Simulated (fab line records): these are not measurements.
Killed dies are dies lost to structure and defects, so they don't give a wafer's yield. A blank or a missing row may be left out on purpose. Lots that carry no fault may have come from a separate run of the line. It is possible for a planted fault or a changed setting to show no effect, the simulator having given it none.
Tool commonality check || flow gf180mcu || Sample size 10 lots and 30 wafers

## REASON FOR OPENING
At GF_VT_IMPLANT_TW_MEAS_43 the reading VT_IMPLANT_4_TW is flagged on 3 of 10 lots. No-fault wafers: 690, standard deviation 3.3.
Rule: a lot is flagged when every wafer of it that has a number lies more than 4 standard deviations from that mean, or none has a number. As for the other lots, they are considered sound.

{"lot": "L936", "measured": "day 8 17:46", "on": "film-metro-02", "VT_IMPLANT_4_TW, wafer by wafer": "689 690 690", "flag": ""}
{"lot": "L941", "measured": "day 10 00:41", "on": "film-metro-04", "VT_IMPLANT_4_TW, wafer by wafer": "30 30 30", "flag": "FLAGGED"}
{"lot": "L942", "measured": "day 10 10:52", "on": "film-metro-03", "VT_IMPLANT_4_TW, wafer by wafer": "30 30 30", "flag": "FLAGGED"}
{"lot": "L943", "measured": "day 10 17:26", "on": "film-metro-03", "VT_IMPLANT_4_TW, wafer by wafer": "30 30 30", "flag": "FLAGGED"}
{"lot": "L947", "measured": "day 11 19:29", "on": "film-metro-04", "VT_IMPLANT_4_TW, wafer by wafer": "690 688 686", "flag": ""}
{"lot": "L948", "measured": "day 12 02:42", "on": "film-metro-03", "VT_IMPLANT_4_TW, wafer by wafer": "692 688 693", "flag": ""}
{"lot": "L949", "measured": "day 12 10:02", "on": "film-metro-04", "VT_IMPLANT_4_TW, wafer by wafer": "687 687 685", "flag": ""}
{"lot": "L950", "measured": "day 12 15:56", "on": "film-metro-03", "VT_IMPLANT_4_TW, wafer by wafer": "691 691 689", "flag": ""}
{"lot": "L951", "measured": "day 12 21:31", "on": "film-metro-04", "VT_IMPLANT_4_TW, wafer by wafer": "686 687 689", "flag": ""}
{"lot": "L953", "measured": "day 13 11:30", "on": "film-metro-03", "VT_IMPLANT_4_TW, wafer by wafer": "687 687 687", "flag": ""}
On average the flagged lots read 30, which is -660 against the usual, or -99 or more standard deviations.

## LOT BY LOT: THE TOOL USED
4 process steps preceding the reading are held in the record, out of 602 steps in the route. Each cell gives the tool, then ch followed by the chambers the sampled wafers passed through, then the start.
{"lot": "L936", "flag": "", "GF_STI_ETCH_14": "rie-si-02 ch 0,1,2, day 2 21:41", "GF_MVSD_STRIP_10": "plasma-asher-03 ch 0,1, day 5 10:10", "GF_VT_IMPLANT_STRIP_31": "plasma-asher-01 ch 0,1, day 8 00:58", "GF_VT_IMPLANT_STRIP_42": "plasma-asher-04 ch 0,1, day 8 17:35"}
{"lot": "L941", "flag": "FLAGGED", "GF_STI_ETCH_14": "rie-si-02 ch 1,2,3, day 3 23:20", "GF_MVSD_STRIP_10": "plasma-asher-04 ch 1, day 6 14:37", "GF_VT_IMPLANT_STRIP_31": "plasma-asher-04 ch 0, day 9 06:58", "GF_VT_IMPLANT_STRIP_42": "plasma-asher-04 ch 0,1, day 10 00:35"}
{"lot": "L942", "flag": "FLAGGED", "GF_STI_ETCH_14": "rie-si-01 ch 0,1, day 4 05:57", "GF_MVSD_STRIP_10": "plasma-asher-03 ch 0,1, day 6 22:46", "GF_VT_IMPLANT_STRIP_31": "plasma-asher-02 ch 0,1, day 9 16:59", "GF_VT_IMPLANT_STRIP_42": "plasma-asher-04 ch 0,1, day 10 10:46"}
{"lot": "L943", "flag": "FLAGGED", "GF_STI_ETCH_14": "rie-si-02 ch 0,1,2, day 4 10:53", "GF_MVSD_STRIP_10": "plasma-asher-02 ch 0, day 7 03:40", "GF_VT_IMPLANT_STRIP_31": "plasma-asher-01 ch 0,1, day 9 23:34", "GF_VT_IMPLANT_STRIP_42": "plasma-asher-04 ch 0,1, day 10 17:20"}
{"lot": "L947", "flag": "", "GF_STI_ETCH_14": "rie-si-01 ch 0,1,2, day 5 06:43", "GF_MVSD_STRIP_10": "plasma-asher-02 ch 0,1, day 8 02:44", "GF_VT_IMPLANT_STRIP_31": "plasma-asher-02 ch 0,1, day 11 00:34", "GF_VT_IMPLANT_STRIP_42": "plasma-asher-02 ch 0,1, day 11 19:23"}
{"lot": "L948", "flag": "", "GF_STI_ETCH_14": "rie-si-01 ch 1,2, day 5 11:37", "GF_MVSD_STRIP_10": "plasma-asher-04 ch 0,1, day 8 09:01", "GF_VT_IMPLANT_STRIP_31": "plasma-asher-04 ch 0,1, day 11 07:58", "GF_VT_IMPLANT_STRIP_42": "plasma-asher-02 ch 0,1, day 12 02:37"}
{"lot": "L949", "flag": "", "GF_STI_ETCH_14": "rie-si-01 ch 0,2,3, day 5 16:54", "GF_MVSD_STRIP_10": "plasma-asher-02 ch 0,1, day 8 14:55", "GF_VT_IMPLANT_STRIP_31": "plasma-asher-04 ch 0,1, day 11 14:17", "GF_VT_IMPLANT_STRIP_42": "plasma-asher-02 ch 0,1, day 12 09:56"}
{"lot": "L950", "flag": "", "GF_STI_ETCH_14": "rie-si-01 ch 0,3, day 5 22:57", "GF_MVSD_STRIP_10": "plasma-asher-02 ch 0,1, day 8 19:52", "GF_VT_IMPLANT_STRIP_31": "plasma-asher-04 ch 0,1, day 11 20:46", "GF_VT_IMPLANT_STRIP_42": "plasma-asher-04 ch 0,1, day 12 15:50"}
{"lot": "L951", "flag": "", "GF_STI_ETCH_14": "rie-si-02 ch 0,1, day 6 04:03", "GF_MVSD_STRIP_10": "plasma-asher-03 ch 0,1, day 9 01:22", "GF_VT_IMPLANT_STRIP_31": "plasma-asher-01 ch 0, day 12 02:26", "GF_VT_IMPLANT_STRIP_42": "plasma-asher-01 ch 0,1, day 12 21:25"}
{"lot": "L953", "flag": "", "GF_STI_ETCH_14": "rie-si-02 ch 0,1,2, day 6 14:08", "GF_MVSD_STRIP_10": "plasma-asher-02 ch 0,1, day 9 14:04", "GF_VT_IMPLANT_STRIP_31": "plasma-asher-02 ch 0,1, day 12 16:07", "GF_VT_IMPLANT_STRIP_42": "plasma-asher-02 ch 0,1, day 13 11:23"}
What the steps here do:
- GF_STI_ETCH_14: etches Si in HBr/Cl2/O2, target depth 360 nm, time 102.9 s.
- GF_MVSD_STRIP_10: strips in O2/N2.
- GF_VT_IMPLANT_STRIP_31: strips in O2/N2.
- GF_VT_IMPLANT_STRIP_42: strips in O2/N2.
- GF_VT_IMPLANT_TW_MEAS_43

## FLAGGED AGAINST TOTAL, ONE TOOL AT A TIME (gauges that did the reading follow at the end)
{"step": "GF_STI_ETCH_14", "tool": "rie-si-01", "lots run": 5, "flagged": 1, "share of the flagged lots": "some", "sound lots run after its first flagged lot": "4 (L947,L948,L949,L950)"}
{"step": "GF_STI_ETCH_14", "tool": "rie-si-02", "lots run": 5, "flagged": 2, "share of the flagged lots": "some", "sound lots run after its first flagged lot": "2 (L951,L953)"}
{"step": "GF_MVSD_STRIP_10", "tool": "plasma-asher-02", "lots run": 5, "flagged": 1, "share of the flagged lots": "some", "sound lots run after its first flagged lot": "4 (L947,L949,L950,L953)"}
{"step": "GF_MVSD_STRIP_10", "tool": "plasma-asher-03", "lots run": 3, "flagged": 1, "share of the flagged lots": "some", "sound lots run after its first flagged lot": "1 (L951)"}
{"step": "GF_MVSD_STRIP_10", "tool": "plasma-asher-04", "lots run": 2, "flagged": 1, "share of the flagged lots": "some", "sound lots run after its first flagged lot": "1 (L948)"}
{"step": "GF_VT_IMPLANT_STRIP_31", "tool": "plasma-asher-01", "lots run": 3, "flagged": 1, "share of the flagged lots": "some", "sound lots run after its first flagged lot": "1 (L951)"}
{"step": "GF_VT_IMPLANT_STRIP_31", "tool": "plasma-asher-02", "lots run": 3, "flagged": 1, "share of the flagged lots": "some", "sound lots run after its first flagged lot": "2 (L947,L953)"}
{"step": "GF_VT_IMPLANT_STRIP_31", "tool": "plasma-asher-04", "lots run": 4, "flagged": 1, "share of the flagged lots": "some", "sound lots run after its first flagged lot": "3 (L948,L949,L950)"}
{"step": "GF_VT_IMPLANT_STRIP_42", "tool": "plasma-asher-01", "lots run": 1, "flagged": 0, "share of the flagged lots": "none", "sound lots run after its first flagged lot": "-"}
{"step": "GF_VT_IMPLANT_STRIP_42", "tool": "plasma-asher-02", "lots run": 4, "flagged": 0, "share of the flagged lots": "none", "sound lots run after its first flagged lot": "-"}
{"step": "GF_VT_IMPLANT_STRIP_42", "tool": "plasma-asher-04", "lots run": 5, "flagged": 3, "share of the flagged lots": "all", "sound lots run after its first flagged lot": "1 (L950)"}
{"step": "GF_VT_IMPLANT_TW_MEAS_43", "tool": "film-metro-02", "lots run": 1, "flagged": 0, "share of the flagged lots": "none", "sound lots run after its first flagged lot": "-"}
{"step": "GF_VT_IMPLANT_TW_MEAS_43", "tool": "film-metro-03", "lots run": 5, "flagged": 2, "share of the flagged lots": "some", "sound lots run after its first flagged lot": "3 (L948,L950,L953)"}
{"step": "GF_VT_IMPLANT_TW_MEAS_43", "tool": "film-metro-04", "lots run": 4, "flagged": 1, "share of the flagged lots": "some", "sound lots run after its first flagged lot": "3 (L947,L949,L951)"}

## WHAT THE TABLE ALLOWS
1 row of the table ran every flagged lot: plasma-asher-04 at GF_VT_IMPLANT_STRIP_42.
- plasma-asher-04 at GF_VT_IMPLANT_STRIP_42: 3 of its 5 lots flagged. Lots that were sound ran on it after the first flagged one (L950); a persistent fault on the entire tool would not allow that. Its own readings (strip-time-to-endpoint-s) fall more than 4 standard deviations out on all wafers of the flagged lots.
Every row of the table either missed a flagged lot or ran a sound lot after the first.

## WHAT HAD BEEN PUT IN BY THE SIMULATOR
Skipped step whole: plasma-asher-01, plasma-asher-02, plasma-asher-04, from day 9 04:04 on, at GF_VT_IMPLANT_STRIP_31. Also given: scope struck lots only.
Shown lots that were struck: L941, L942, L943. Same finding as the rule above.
